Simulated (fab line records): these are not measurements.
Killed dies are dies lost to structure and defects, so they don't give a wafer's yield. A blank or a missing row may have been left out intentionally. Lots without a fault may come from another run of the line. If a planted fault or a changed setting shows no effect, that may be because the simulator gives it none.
Code-filled problem report in 8D (eight disciplines) form | flow sky130 | the parts of the form that need people (team, actions taken, sign-off) are left out

## 1. THE PROBLEM
Mean of oes product au at SKY_SONOS_ONO_ETCH_15: 0.905 a.u. across 6 wafers in 2 lots; on wafers with no fault it is 1.002 a.u. (standard deviation 0.0075). Measured from the usual mean, that is -13 standard deviations.
The step: etches the open film in CHF3/O2, target depth 19.52 nm, time 7.8 s.
Earliest sighting: wafer L104.1 on rie diel-02 at day 17 11:44. At this step, 39 wafers from 13 lots have a number in the record. Rule for "out", or "out of limits": more than 4 standard deviations from the usual mean. All remaining wafers that have a number are taken as sound.

## 2. WHAT THIS IS AND IS NOT
question                    | is                     | is not
which readings at this step | oes product au         | drypump motor current A
which lots                  | L104, L106             | L101, L108, L110, L113, L990, L991, L992, L994, L995, L996, L997
which wafers of those lots  | all that have a number | -
read on which tools         | rie diel-02            | rie diel-03, rie diel-04
when                        | from day 17 11:44      | up to then (24 sound wafers); but 9 sound wafers of L108, L110, L113 came after

## 3. WHAT RULES OUT EACH SUSPECT
Counting: any tool at a process step up to the reading is kept as a suspect provided that every lot that is out went through it and no sound lot did after the first of them.
- plasma asher-03 at SKY_VT_ADJUST_HVTR_STRIP_10 (strips in O2/N2): ruled out as a lasting fault. After its first lot that is out, L104 (day 13 19:29), sound lots L110, L113 ran on it.
- rie diel-02 at SKY_SONOS_ONO_ETCH_15 (etches the open film in CHF3/O2, target depth 19.52 nm, time 7.8 s): ruled out as a lasting fault. After its first lot that is out, L104 (day 17 11:44), sound lots L113 ran on it.
Left after counting: nothing in the record.

## 4. THE CAUSE (what the simulator had put in)
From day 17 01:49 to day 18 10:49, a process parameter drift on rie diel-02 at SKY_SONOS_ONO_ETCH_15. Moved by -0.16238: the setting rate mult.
Counting ruled it out, wrongly.

## 5. THE CHAIN OF EFFECTS, in route order
Rows list readings where the struck wafers' mean (over those with a number) sits beyond 3 standard deviations from the usual. Readings are gone through only where the record gives a usual standard deviation; hours: the median, over the lots, of the time from a lot's start at the first step in this table giving one to that lot's start at this step; sigmas: the change measured in usual standard deviations.
hours | step                  | reading        | usual      | on struck wafers | change | sigmas
0     | SKY_SONOS_ONO_ETCH_15 | oes product au | 1.002 a.u. | 0.905            | -0.097 | -13
The process steps in it:
- SKY_SONOS_ONO_ETCH_15: etches the open film in CHF3/O2, target depth 19.52 nm, time 7.8 s.

## 6. WHAT WOULD HAVE CAUGHT IT SOONER
In this record the first reading out of limits was taken at day 17 11:44, 10 hours after the fault began at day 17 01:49.
